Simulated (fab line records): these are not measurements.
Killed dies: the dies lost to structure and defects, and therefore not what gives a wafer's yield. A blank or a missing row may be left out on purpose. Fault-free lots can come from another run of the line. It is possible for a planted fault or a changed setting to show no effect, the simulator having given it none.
fab line records	flow gf180mcu
[record] lots = 5	wafers = 27
route steps=602 shown STI@2 HV_LDD@232 SALICIDE@281 M2@366 M3@409 V3@451
startH: the number of hours between the record's first day and the start of the first shown wafer of the lot	waitH: hours since the lot's step before	" unchanged from the row above	L1.1+2: a row that stands for several wafers	- no value present, or no start provided	* or withheld: withheld	< > ~ a bound
route shown NAME@n: a module of which the file shows steps, and the number in the route of the first	usual: average and standard deviation across the fault-free wafers	same: alike in all rows	chamber/n: place in a boat	sites: the reading at each site	_std_site: the values' standard deviation	_edge_site: outer sites' mean less inner sites'	radiusMm: for every site, how far away it sits from the centre of the wafer	mask NAME#n: copy n	behind: the most recent tool/chamber to have shaped the wafer	hold: why the lot was held/for how many hours/how that ended	device: names the non-switching transistor (n, p or np)	end of line: the tests these same wafers got at the end of their route	a step with no rows: only its recipe	killed: count of dies lost to structure and defects at first sort (not the wafer's yield)	map: a wafer's dies, marking killed ones x, the rest . and places with no die _
set.NAME: the setting as run; set.NAME@STEP: as run at that earlier step	model.NAME: the simulator's own value behind a step, which no gauge read
one table per step and one row per wafer, for lots whose settings were changed on purpose
[[steps]]
[step GF_STI_OXIDATION_01]
[recipe] tempC = 900	ambient = O2	stabiliseS = 600	purgeS = 300	targetThkA = 100	oxTimeS = 1418
lot.wafer	tool	chamber	startH	waitH	set.oxTimeS	model.SiO2_of_STI_OXIDATION_01.thkNm
L074.1	-	-	-	0.2	1163	8.707
L074.2	"	-	"	"	1163	8.552
L074.3	"	-	"	"	1163	8.744
L074.4	"	-	"	"	1163	8.72
L074.5	"	-	"	"	1163	8.74
L074.6	"	-	"	"	1163	8.664
L076.2	furnace-02	0	22.02	2.0	1418	10.13
L076.3+6	"	0	"	"	1418	10.12
L077.1	-	-	-	0.1	1883	12.24
L077.2	"	-	"	"	1883	11.94
L077.3+6	"	-	"	"	1883	12.22
L077.4	"	-	"	"	1883	12.23
L077.5	"	-	"	"	1883	12.3
L078.1	-	-	-	0.1	1031	7.838
L078.2	"	-	"	"	1031	7.945
L078.3	"	-	"	"	1031	7.813
L078.4	"	-	"	"	1031	7.908
L078.5	"	-	"	"	1031	7.889
L078.6	"	-	"	"	1031	7.987
L084.1	-	-	-	0.1	1882	12.06
L084.2	"	-	"	"	1882	12.02
L084.3	"	-	"	"	1882	12.14
L084.4	"	-	"	"	1882	11.93
L084.5	"	-	"	"	1882	11.83
L084.6	"	-	"	"	1882	12.15
[step GF_STI_THK_MEAS_02]
[recipe] reads = SiO2_of_STI_OXIDATION_01
[usual] STI_OXIDATION_THK = 10.04/0.14
lot.wafer	tool	chamber	startH	waitH	set.oxTimeS@STI_OXIDATION_01	STI_OXIDATION_THK[nm]
L074.1	filmMetro-04	-	-	-	1163	8.73
L074.2	"	-	"	"	1163	8.54
L074.3	"	-	"	"	1163	8.75
L074.4	"	-	"	"	1163	8.73
L074.5	"	-	"	"	1163	8.76
L074.6	"	-	"	"	1163	8.61
L076.2	filmMetro-03	-	23.43	0.0	1418	10.10
L076.3	"	-	"	"	1418	10.17
L076.6	"	-	"	"	1418	10.10
L077.1	filmMetro-01	-	-	-	1883	12.21
L077.2	"	-	"	"	1883	11.94
L077.3	"	-	"	"	1883	12.24
L077.4	"	-	"	"	1883	12.24
L077.5	"	-	"	"	1883	12.28
L077.6	"	-	"	"	1883	12.23
L078.1	filmMetro-01	-	-	-	1031	7.84
L078.2	"	-	"	"	1031	7.89
L078.3	"	-	"	"	1031	7.83
L078.4	"	-	"	"	1031	7.85
L078.5	"	-	"	"	1031	7.89
L078.6	"	-	"	"	1031	7.99
L084.1	filmMetro-04	-	-	-	1882	12.07
L084.2	"	-	"	"	1882	12.13
L084.3	"	-	"	"	1882	12.15
L084.4	"	-	"	"	1882	11.99
L084.5	"	-	"	"	1882	11.79
L084.6	"	-	"	"	1882	12.17
[step GF_STI_WET_ETCH_17]
[recipe] chemistry = H3PO4	targetDepthNm = 45	tempC = 160	target = Si3N4	timeS = 514
lot.wafer	tool	chamber	startH	waitH	set.timeS	model.Si3N4_of_STI_CVD_03.thkNm
L074.1	-	-	-	0.0	679.1	144.1
L074.2	"	-	"	"	679.1	143.5
L074.3	"	-	"	"	679.1	144.3
L074.4	"	-	"	"	679.1	144.2
L074.5	"	-	"	"	679.1	143.7
L074.6	"	-	"	"	679.1	144.5
L076.2+6	wetBench-04	3	39.71	0.0	514	159.1
L076.3	"	3	"	"	514	160.3
L077.1	-	-	-	0.0	514	160.3
L077.2	"	-	"	"	514	162.6
L077.3+6	"	-	"	"	514	160.8
L077.4	"	-	"	"	514	161.1
L077.5	"	-	"	"	514	159.2
L078.1	-	-	-	0.0	299	180.4
L078.2	"	-	"	"	299	179.9
L078.3	"	-	"	"	299	180.3
L078.4	"	-	"	"	299	180.2
L078.5	"	-	"	"	299	179.7
L078.6	"	-	"	"	299	178.5
L084.1	-	-	-	0.0	301.9	180.2
L084.2	"	-	"	"	301.9	180.4
L084.3	"	-	"	"	301.9	178.8
L084.4	"	-	"	"	301.9	179.3
L084.5	"	-	"	"	301.9	179.9
L084.6	"	-	"	"	301.9	178.9
[step GF_HV_LDD_CVD_56]
[recipe] material = Si3N4	precursor = DCS/NH3	targetThkNm = 90	tempC = 770	timeS = 1543	pressureMtorr = 250
lot.wafer	tool	chamber	startH	waitH	set.timeS	model.Si3N4_of_HV_LDD_CVD_56.thkNm
L074.1	-	-	-	0.1	1248	73.17
L074.2	"	-	"	"	1248	74.22
L074.3	"	-	"	"	1248	73.44
L074.4	"	-	"	"	1248	73.04
L074.5	"	-	"	"	1248	72.7
L074.6	"	-	"	"	1248	73.3
L076.2	lpcvd-01	1	295.17	0.0	1543	90.35
L076.3	"	1	"	"	1543	90.04
L076.6	"	1	"	"	1543	90.96
L077.1	-	-	-	0.1	1278	73.25
L077.2	"	-	"	"	1278	73.35
L077.3	"	-	"	"	1278	72.42
L077.4	"	-	"	"	1278	73.57
L077.5	"	-	"	"	1278	73.06
L077.6	"	-	"	"	1278	73.49
L078.1	-	-	-	0.1	1543	89.55
L078.2	"	-	"	"	1543	89.91
L078.3	"	-	"	"	1543	90.27
L078.4	"	-	"	"	1543	90.91
L078.5	"	-	"	"	1543	90.09
L078.6	"	-	"	"	1543	90.3
L084.1	-	-	-	0.1	1199	70.48
L084.2	"	-	"	"	1199	70.53
L084.3	"	-	"	"	1199	71.14
L084.4	"	-	"	"	1199	70.14
L084.5	"	-	"	"	1199	70.16
L084.6	"	-	"	"	1199	70.46
[step GF_HV_LDD_THK_MEAS_57]
[recipe] reads = Si3N4_of_HV_LDD_CVD_56
[usual] HV_LDD_CVD_56_THK = 90.4/1
lot.wafer	tool	chamber	startH	waitH	set.timeS@HV_LDD_CVD_56	HV_LDD_CVD_56_THK[nm]
L074.1	filmMetro-01	-	-	-	1248	73.1
L074.2	"	-	"	"	1248	74.2
L074.3	"	-	"	"	1248	73.3
L074.4	"	-	"	"	1248	73.1
L074.5	"	-	"	"	1248	72.7
L074.6	"	-	"	"	1248	73.3
L076.2	filmMetro-04	-	296.62	0.0	1543	90.4
L076.3	"	-	"	"	1543	90.0
L076.6	"	-	"	"	1543	91.0
L077.1	filmMetro-04	-	-	-	1278	73.3
L077.2	"	-	"	"	1278	73.3
L077.3	"	-	"	"	1278	72.4
L077.4	"	-	"	"	1278	73.6
L077.5	"	-	"	"	1278	73.0
L077.6	"	-	"	"	1278	73.5
L078.1	filmMetro-01	-	-	-	1543	89.6
L078.2	"	-	"	"	1543	89.9
L078.3	"	-	"	"	1543	90.3
L078.4	"	-	"	"	1543	91.0
L078.5	"	-	"	"	1543	90.1
L078.6	"	-	"	"	1543	90.3
L084.1	filmMetro-01	-	-	-	1199	70.5
L084.2	"	-	"	"	1199	70.5
L084.3	"	-	"	"	1199	71.1
L084.4	"	-	"	"	1199	70.1
L084.5	"	-	"	"	1199	70.2
L084.6	"	-	"	"	1199	70.5
[step GF_HV_LDD_ETCHBACK_58]
[recipe] chemistry = CH3F/O2	target = Si3N4	stopOn = SiO2	sourceW = 400	biasW = 80	pressureMtorr = 25	ch3fFlowSccm = 40	O2_flow_sccm = 30	timeS = 100	targetDepthA = 900
[usual] oesProductAu = 0.845/0.0072
lot.wafer	tool	chamber	startH	waitH	set.timeS@HV_LDD_CVD_56	oesProductAu
L074.1	rieDiel-04	2	271.47	0.1	1248	0.756
L074.2	"	3	"	"	1248	0.751
L074.3	"	1	"	"	1248	0.759
L074.4	"	0	"	"	1248	0.755
L074.5	"	3	"	"	1248	0.760
L074.6	"	2	"	"	1248	0.767
L076.2	rieDiel-04	0	296.67	0.0	1543	0.851
L076.3	"	3	"	"	1543	0.846
L076.6	"	0	"	"	1543	0.851
L077.1	rieDiel-04	1	300.09	0.1	1278	0.751
L077.2	"	3	"	"	1278	0.762
L077.3	"	2	"	"	1278	0.746
L077.4	"	0	"	"	1278	0.758
L077.5	"	1	"	"	1278	0.760
L077.6	"	2	"	"	1278	0.762
L078.1	rieDiel-03	3	308.89	0.1	1543	0.838
L078.2	"	0	"	"	1543	0.846
L078.3	"	1	"	"	1543	0.840
L078.4	"	0	"	"	1543	0.848
L078.5	"	3	"	"	1543	0.839
L078.6	"	1	"	"	1543	0.842
L084.1	rieDiel-01	3	351.56	0.1	1199	0.747
L084.2	"	0	"	"	1199	0.742
L084.3	"	1	"	"	1199	0.750
L084.4	"	1	"	"	1199	0.743
L084.5	"	3	"	"	1199	0.729
L084.6	"	0	"	"	1199	0.743
[step GF_SALICIDE_SPUTTER_03]
[recipe] material = TiN	targetThkNm = 20	powerW = 6500	timeS = 16.7	chamberPressurePa = 0.4
lot.wafer	tool	chamber	startH	waitH	set.timeS	model.TiN_of_SALICIDE_SPUTTER_03.thkNm
L074.1	pvdSputter-03	-	332.34	0.0	16.7	20.07
L074.2	"	-	"	"	16.7	19.89
L074.3	"	-	"	"	8.241	9.633
L074.4	"	-	"	"	16.7	19.75
L074.5	"	-	"	"	8.241	10.06
L074.6	"	-	"	"	8.241	9.713
L076.2	pvdSputter-04	-	361.54	0.0	16.7	19.75
L076.3	"	-	"	"	16.7	19.83
L076.6	"	-	"	"	16.7	19.82
L077.1	pvdSputter-04	-	364.41	0.0	16.7	20.16
L077.2	"	-	"	"	16.7	20.09
L077.3	"	-	"	"	26.16	31.49
L077.4	"	-	"	"	16.7	20.31
L077.5	"	-	"	"	26.16	31.54
L077.6	"	-	"	"	26.16	31.6
L078.1	pvdSputter-02	-	375.40	0.0	16.7	20.32
L078.2	"	-	"	"	20	23.76
L078.3	"	-	"	"	16.7	19.68
L078.4	"	-	"	"	16.7	19.92
L078.5	"	-	"	"	20	23.8
L078.6	"	-	"	"	20	23.99
L084.1	pvdSputter-02	-	420.71	0.0	16.7	20
L084.2	"	-	"	"	16.7	20.26
L084.3	"	-	"	"	16.7	20.69
L084.4	"	-	"	"	20.64	25.03
L084.5	"	-	"	"	20.64	24.95
L084.6	"	-	"	"	20.64	24.56
[step GF_SALICIDE_RS_MEAS_04]
[recipe] thkMeasGauge = four-point-probe	reads = TiN_of_SALICIDE_SPUTTER_03+Co_of_SALICIDE_SPUTTER_02
[usual] SALICIDE_TIN_RS = 16.09/0.22
lot.wafer	tool	chamber	startH	waitH	set.timeS@SALICIDE_SPUTTER_03	SALICIDE_TIN_RS[ohm/sq]
L074.1	filmMetro-01	-	332.36	0.0	16.7	16.06
L074.2	"	-	"	"	16.7	16.77
L074.3	"	-	"	"	8.241	19.68
L074.4	"	-	"	"	16.7	16.25
L074.5	"	-	"	"	8.241	19.51
L074.6	"	-	"	"	8.241	19.69
L076.2	filmMetro-01	-	361.58	0.0	16.7	16.01
L076.3	"	-	"	"	16.7	16.01
L076.6	"	-	"	"	16.7	15.89
L077.1	filmMetro-03	-	364.43	0.0	16.7	16.61
L077.2	"	-	"	"	16.7	16.04
L077.3	"	-	"	"	26.16	13.25
L077.4	"	-	"	"	16.7	15.94
L077.5	"	-	"	"	26.16	13.20
L077.6	"	-	"	"	26.16	13.47
L078.1	filmMetro-02	-	375.43	0.0	16.7	16.15
L078.2	"	-	"	"	20	14.89
L078.3	"	-	"	"	16.7	16.04
L078.4	"	-	"	"	16.7	15.78
L078.5	"	-	"	"	20	15.03
L078.6	"	-	"	"	20	14.77
L084.1	filmMetro-03	-	420.74	0.0	16.7	16.05
L084.2	"	-	"	"	16.7	15.96
L084.3	"	-	"	"	16.7	15.99
L084.4	"	-	"	"	20.64	14.58
L084.5	"	-	"	"	20.64	14.58
L084.6	"	-	"	"	20.64	14.74
[step GF_SALICIDE_THK_MEAS_05]
[recipe] thkMeasGauge = xrf	reads = TiN_of_SALICIDE_SPUTTER_03
[usual] SALICIDE_TIN_THK = 19.90/0.25
lot.wafer	tool	chamber	startH	waitH	set.timeS@SALICIDE_SPUTTER_03	SALICIDE_TIN_THK[nm]
L074.1	filmMetro-01	-	332.48	0.1	16.7	19.96
L074.2	"	-	"	"	16.7	19.75
L074.3	"	-	"	"	8.241	9.56
L074.4	"	-	"	"	16.7	19.62
L074.5	"	-	"	"	8.241	9.96
L074.6	"	-	"	"	8.241	9.64
L076.2	filmMetro-01	-	361.69	0.1	16.7	19.74
L076.3	"	-	"	"	16.7	19.77
L076.6	"	-	"	"	16.7	19.77
L077.1	filmMetro-03	-	364.55	0.1	16.7	20.06
L077.2	"	-	"	"	16.7	19.96
L077.3	"	-	"	"	26.16	31.21
L077.4	"	-	"	"	16.7	20.14
L077.5	"	-	"	"	26.16	31.34
L077.6	"	-	"	"	26.16	31.43
L078.1	filmMetro-02	-	375.55	0.1	16.7	20.08
L078.2	"	-	"	"	20	23.50
L078.3	"	-	"	"	16.7	19.42
L078.4	"	-	"	"	16.7	19.68
L078.5	"	-	"	"	20	23.55
L078.6	"	-	"	"	20	23.71
L084.1	filmMetro-03	-	420.86	0.1	16.7	19.96
L084.2	"	-	"	"	16.7	20.21
L084.3	"	-	"	"	16.7	20.64
L084.4	"	-	"	"	20.64	25.00
L084.5	"	-	"	"	20.64	24.95
L084.6	"	-	"	"	20.64	24.46
[step GF_M2_SPUTTER_04]
[recipe] material = TiN	targetThkNm = 50	powerW = 6500	timeS = 41.7	chamberPressurePa = 0.4
lot.wafer	tool	chamber	startH	waitH	set.timeS	model.TiN_of_M2_SPUTTER_04.thkNm
L074.1	pvdSputter-04	-	408.98	0.0	41.7	50.18
L074.2	"	-	"	"	41.7	51.1
L074.3	"	-	"	"	41.7	50.34
L074.4	"	-	"	"	41.7	50.44
L074.5	"	-	"	"	41.7	50.14
L074.6	"	-	"	"	41.7	50.73
L076.2	pvdSputter-02	-	436.95	0.0	41.7	50.09
L076.3	"	-	"	"	41.7	49.8
L076.6	"	-	"	"	41.7	50.84
L077.1	pvdSputter-04	-	440.17	0.0	61.17	74.29
L077.2	"	-	"	"	41.7	50.26
L077.3	"	-	"	"	61.17	73.52
L077.4	"	-	"	"	41.7	50.15
L077.5	"	-	"	"	61.17	73.77
L077.6	"	-	"	"	41.7	50.16
L078.1	pvdSputter-03	-	451.35	0.0	24.88	30.14
L078.2	"	-	"	"	41.7	49.98
L078.3	"	-	"	"	41.7	50
L078.4	"	-	"	"	24.88	29.44
L078.5	"	-	"	"	24.88	29.32
L078.6	"	-	"	"	41.7	49.54
L084.1	pvdSputter-04	-	498.03	0.0	41.7	51.26
L084.2	"	-	"	"	26.54	33.45
L084.3	"	-	"	"	26.54	33.15
L084.4	"	-	"	"	26.54	33.53
L084.5	"	-	"	"	41.7	50.89
L084.6	"	-	"	"	41.7	51.62
[step GF_M2_THK_MEAS_06]
[recipe] thkMeasGauge = xrf	reads = AlCu_of_M2_SPUTTER_02
[usual] M2_ALCU_THK = 452/7.1
lot.wafer	tool	chamber	startH	waitH	set.timeS@M2_SPUTTER_04	M2_ALCU_THK[nm]
L074.1	filmMetro-02	-	409.14	0.1	41.7	449
L074.2	"	-	"	"	41.7	443
L074.3	"	-	"	"	41.7	449
L074.4	"	-	"	"	41.7	440
L074.5	"	-	"	"	41.7	443
L074.6	"	-	"	"	41.7	438
L076.2	filmMetro-01	-	437.15	0.1	41.7	454
L076.3	"	-	"	"	41.7	447
L076.6	"	-	"	"	41.7	447
L077.1	filmMetro-02	-	440.33	0.1	61.17	429
L077.2	"	-	"	"	41.7	449
L077.3	"	-	"	"	61.17	437
L077.4	"	-	"	"	41.7	448
L077.5	"	-	"	"	61.17	432
L077.6	"	-	"	"	41.7	446
L078.1	filmMetro-01	-	451.51	0.1	24.88	463
L078.2	"	-	"	"	41.7	449
L078.3	"	-	"	"	41.7	455
L078.4	"	-	"	"	24.88	468
L078.5	"	-	"	"	24.88	469
L078.6	"	-	"	"	41.7	452
L084.1	filmMetro-03	-	498.19	0.1	41.7	449
L084.2	"	-	"	"	26.54	462
L084.3	"	-	"	"	26.54	470
L084.4	"	-	"	"	26.54	461
L084.5	"	-	"	"	41.7	451
L084.6	"	-	"	"	41.7	443
[step GF_M2_DEHYDRATE_07]
[recipe] tempC = 200	timeS = 60
[step GF_M2_HMDS_08]
[recipe] primeTimeS = 60	primeTempC = 120
[step GF_M2_METAL_ETCH_16]
[recipe] chemistry = Cl2/BCl3	maskMaterial = KrF	targetDepthNm = 627.5	stopOn = SiO2	pressureMtorr = 8	icpW = 800	biasW = 140	Cl2_flow_sccm = 80	bcl3FlowSccm = 40	timeS = 104.6
[usual] oesProductAu = 0.971/0.006
lot.wafer	tool	chamber	startH	waitH	set.timeS@M2_SPUTTER_04	oesProductAu
L074.1	rieMetal-03	0	432.79	0.0	41.7	0.967
L074.2	"	1	"	"	41.7	0.975
L074.3	"	0	"	"	41.7	0.973
L074.4	"	1	"	"	41.7	0.966
L074.5	"	0	"	"	41.7	0.966
L074.6	"	1	"	"	41.7	0.956
L076.2	rieMetal-01	1	460.77	0.0	41.7	0.970
L076.3	"	1	"	"	41.7	0.960
L076.6	"	1	"	"	41.7	0.965
L077.1	rieMetal-04	0	465.14	0.0	61.17	0.995
L077.2	"	1	"	"	41.7	0.975
L077.3	"	1	"	"	61.17	0.994
L077.4	"	0	"	"	41.7	0.971
L077.5	"	1	"	"	61.17	0.995
L077.6	"	0	"	"	41.7	0.974
L078.1	rieMetal-01	1	475.49	0.0	24.88	0.946
L078.2	"	0	"	"	41.7	0.972
L078.3	"	1	"	"	41.7	0.974
L078.4	"	0	"	"	24.88	0.949
L078.5	"	0	"	"	24.88	0.945
L078.6	"	1	"	"	41.7	0.974
L084.1	rieMetal-03	0	521.59	0.0	41.7	0.966
L084.2	"	1	"	"	26.54	0.953
L084.3	"	0	"	"	26.54	0.961
L084.4	"	1	"	"	26.54	0.950
L084.5	"	0	"	"	41.7	0.969
L084.6	"	1	"	"	41.7	0.966
[step GF_M3_SPUTTER_00]
[recipe] material = Ti	targetThkNm = 37.5	arrivingIonEnergyEv = 80	substrateTempC = 200	chamberPressurePa = 2	powerW = 4000	timeS = 150
lot.wafer	tool	chamber	startH	waitH	set.timeS	model.Ti_of_M3_SPUTTER_00.thkNm
L074.1	pvdSputter-01	-	460.39	0.1	150	37.86
L074.2	"	-	"	"	221.5	56.05
L074.3	"	-	"	"	150	37.57
L074.4	"	-	"	"	221.5	55.5
L074.5	"	-	"	"	150	37.85
L074.6	"	-	"	"	221.5	55.67
L076.2	pvdSputter-02	-	488.04	0.1	150	37.47
L076.3	"	-	"	"	150	37.04
L076.6	"	-	"	"	150	36.96
L077.1	pvdSputter-04	-	492.49	0.2	150	36.85
L077.2	"	-	"	"	201.5	49.55
L077.3	"	-	"	"	201.5	49.74
L077.4	"	-	"	"	201.5	50
L077.5	"	-	"	"	150	36.83
L077.6	"	-	"	"	150	37.29
L078.1	pvdSputter-02	-	501.62	0.2	182.4	45.77
L078.2	"	-	"	"	150	37.29
L078.3	"	-	"	"	182.4	45.5
L078.4	"	-	"	"	150	37.37
L078.5	"	-	"	"	150	37.25
L078.6	"	-	"	"	182.4	45.66
L084.1	pvdSputter-04	-	552.30	0.1	150	37.29
L084.2	"	-	"	"	150	37.45
L084.3	"	-	"	"	150	37.88
L084.4	"	-	"	"	150	37.2
L084.5	"	-	"	"	150	36.98
L084.6	"	-	"	"	150	37.31
[step GF_M3_SPUTTER_04]
[recipe] material = TiN	targetThkNm = 50	powerW = 6500	timeS = 41.7	chamberPressurePa = 0.4
lot.wafer	tool	chamber	startH	waitH	set.timeS	model.TiN_of_M3_SPUTTER_04.thkNm
L074.1	pvdSputter-01	-	460.57	0.0	41.7	50.11
L074.2	"	-	"	"	41.7	49.98
L074.3	"	-	"	"	41.7	49.24
L074.4	"	-	"	"	41.7	49.3
L074.5	"	-	"	"	41.7	49.73
L074.6	"	-	"	"	41.7	49.34
L076.2	pvdSputter-02	-	488.22	0.0	41.7	49.62
L076.3	"	-	"	"	41.7	49.66
L076.6	"	-	"	"	41.7	49.45
L077.1	pvdSputter-04	-	492.67	0.0	41.7	49.68
L077.2	"	-	"	"	41.7	49.66
L077.3	"	-	"	"	41.7	49.88
L077.4	"	-	"	"	41.7	49.22
L077.5	"	-	"	"	41.7	49.07
L077.6	"	-	"	"	41.7	49.72
L078.1	pvdSputter-02	-	501.80	0.0	61.86	74.45
L078.2	"	-	"	"	41.7	50.13
L078.3	"	-	"	"	41.7	49.9
L078.4	"	-	"	"	41.7	49.74
L078.5	"	-	"	"	61.86	73.85
L078.6	"	-	"	"	61.86	74.17
L084.1	pvdSputter-04	-	552.48	0.0	49.69	59.35
L084.2	"	-	"	"	49.69	59.77
L084.3	"	-	"	"	41.7	49.65
L084.4	"	-	"	"	41.7	49.42
L084.5	"	-	"	"	49.69	59.79
L084.6	"	-	"	"	41.7	49.54
[step GF_M3_THK_MEAS_06]
[recipe] thkMeasGauge = xrf	reads = AlCu_of_M3_SPUTTER_02
[usual] M3_ALCU_THK = 448/6.1
lot.wafer	tool	chamber	startH	waitH	set.timeS@M3_SPUTTER_04	M3_ALCU_THK[nm]
L074.1	filmMetro-03	-	460.73	0.1	41.7	457
L074.2	"	-	"	"	41.7	451
L074.3	"	-	"	"	41.7	451
L074.4	"	-	"	"	41.7	447
L074.5	"	-	"	"	41.7	453
L074.6	"	-	"	"	41.7	449
L076.2	filmMetro-04	-	488.39	0.1	41.7	433
L076.3	"	-	"	"	41.7	442
L076.6	"	-	"	"	41.7	440
L077.1	filmMetro-03	-	492.83	0.1	41.7	451
L077.2	"	-	"	"	41.7	453
L077.3	"	-	"	"	41.7	453
L077.4	"	-	"	"	41.7	451
L077.5	"	-	"	"	41.7	452
L077.6	"	-	"	"	41.7	455
L078.1	filmMetro-04	-	501.96	0.1	61.86	414
L078.2	"	-	"	"	41.7	440
L078.3	"	-	"	"	41.7	440
L078.4	"	-	"	"	41.7	443
L078.5	"	-	"	"	61.86	420
L078.6	"	-	"	"	61.86	415
L084.1	filmMetro-02	-	552.64	0.1	49.69	441
L084.2	"	-	"	"	49.69	442
L084.3	"	-	"	"	41.7	447
L084.4	"	-	"	"	41.7	447
L084.5	"	-	"	"	49.69	438
L084.6	"	-	"	"	41.7	443
[step GF_V3_SPUTTER_22]
[recipe] material = TiN	targetThkNm = 10	chamberPressurePa = 5	powerW = 4000	timeS = 40
lot.wafer	tool	chamber	startH	waitH	set.timeS	model.TiN_of_V3_SPUTTER_22.thkNm
L074.1	pvdSputter-01	-	509.69	0.0	40	9.926
L074.2	"	-	"	"	59.52	14.71
L074.3	"	-	"	"	40	9.876
L074.4	"	-	"	"	40	9.895
L074.5	"	-	"	"	59.52	14.56
L074.6	"	-	"	"	59.52	14.76
L076.2	pvdSputter-01	-	535.94	0.0	40	9.959
L076.3	"	-	"	"	40	9.971
L076.6	"	-	"	"	40	10.03
L077.1	pvdSputter-02	-	541.83	0.0	17.53	4.566
L077.2	"	-	"	"	40	10.2
L077.3	"	-	"	"	40	9.965
L077.4	"	-	"	"	17.53	4.494
L077.5	"	-	"	"	40	10.02
L077.6	"	-	"	"	17.53	4.512
L078.1	pvdSputter-01	-	552.61	0.0	40	9.735
L078.2	"	-	"	"	63.44	15.61
L078.3	"	-	"	"	40	9.874
L078.4	"	-	"	"	63.44	15.51
L078.5	"	-	"	"	40	9.743
L078.6	"	-	"	"	63.44	15.64
L084.1	pvdSputter-03	-	597.79	0.0	40	9.948
L084.2	"	-	"	"	40	10.09
L084.3	"	-	"	"	40	9.93
L084.4	"	-	"	"	40	10.14
L084.5	"	-	"	"	40	9.97
L084.6	"	-	"	"	40	10.07
[[key]]
[split] step = GF_STI_OXIDATION_01	setting = oxTimeS	stated = 1418	by = lot
[response] step = GF_STI_OXIDATION_01	reading = model.SiO2_of_STI_OXIDATION_01.thkNm	change = +0.0689	per = 1%	r = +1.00
[response] step = GF_STI_THK_MEAS_02	reading = STI_OXIDATION_THK	change = +0.0693	per = 1%	r = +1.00
[split] step = GF_STI_WET_ETCH_17	setting = timeS	stated = 514	by = lot
[response] step = GF_STI_WET_ETCH_17	reading = model.Si3N4_of_STI_CVD_03.thkNm	change = -0.481	per = 1%	r = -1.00
[split] step = GF_HV_LDD_CVD_56	setting = timeS	stated = 1543	by = lot
[response] step = GF_HV_LDD_CVD_56	reading = model.Si3N4_of_HV_LDD_CVD_56.thkNm	change = +0.906	per = 1%	r = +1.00
[response] step = GF_HV_LDD_THK_MEAS_57	reading = HV_LDD_CVD_56_THK	change = +0.907	per = 1%	r = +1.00
[response] step = GF_HV_LDD_ETCHBACK_58	reading = oesProductAu	change = +0.00466	per = 1%	r = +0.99
[split] step = GF_SALICIDE_SPUTTER_03	setting = timeS	stated = 16.7	by = wafer
[response] step = GF_SALICIDE_SPUTTER_03	reading = model.TiN_of_SALICIDE_SPUTTER_03.thkNm	change = +0.199	per = 1%	r = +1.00
[response] step = GF_SALICIDE_RS_MEAS_04	reading = SALICIDE_TIN_RS	change = -0.057	per = 1%	r = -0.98
[response] step = GF_SALICIDE_THK_MEAS_05	reading = SALICIDE_TIN_THK	change = +0.198	per = 1%	r = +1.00
[split] step = GF_M2_SPUTTER_04	setting = timeS	stated = 41.7	by = wafer
[response] step = GF_M2_SPUTTER_04	reading = model.TiN_of_M2_SPUTTER_04.thkNm	change = +0.501	per = 1%	r = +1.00
[response] step = GF_M2_THK_MEAS_06	reading = M2_ALCU_THK	change = -0.371	per = 1%	r = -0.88
[response] step = GF_M2_METAL_ETCH_16	reading = oesProductAu	change = +0.000488	per = 1%	r = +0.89
[split] step = GF_M3_SPUTTER_00	setting = timeS	stated = 150	by = wafer
[response] step = GF_M3_SPUTTER_00	reading = model.Ti_of_M3_SPUTTER_00.thkNm	change = +0.377	per = 1%	r = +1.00
[split] step = GF_M3_SPUTTER_04	setting = timeS	stated = 41.7	by = wafer
[response] step = GF_M3_SPUTTER_04	reading = model.TiN_of_M3_SPUTTER_04.thkNm	change = +0.505	per = 1%	r = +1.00
[response] step = GF_M3_THK_MEAS_06	reading = M3_ALCU_THK	change = -0.48	per = 1%	r = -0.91
[split] step = GF_V3_SPUTTER_22	setting = timeS	stated = 40	by = wafer
[response] step = GF_V3_SPUTTER_22	reading = model.TiN_of_V3_SPUTTER_22.thkNm	change = +0.0986	per = 1%	r = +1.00
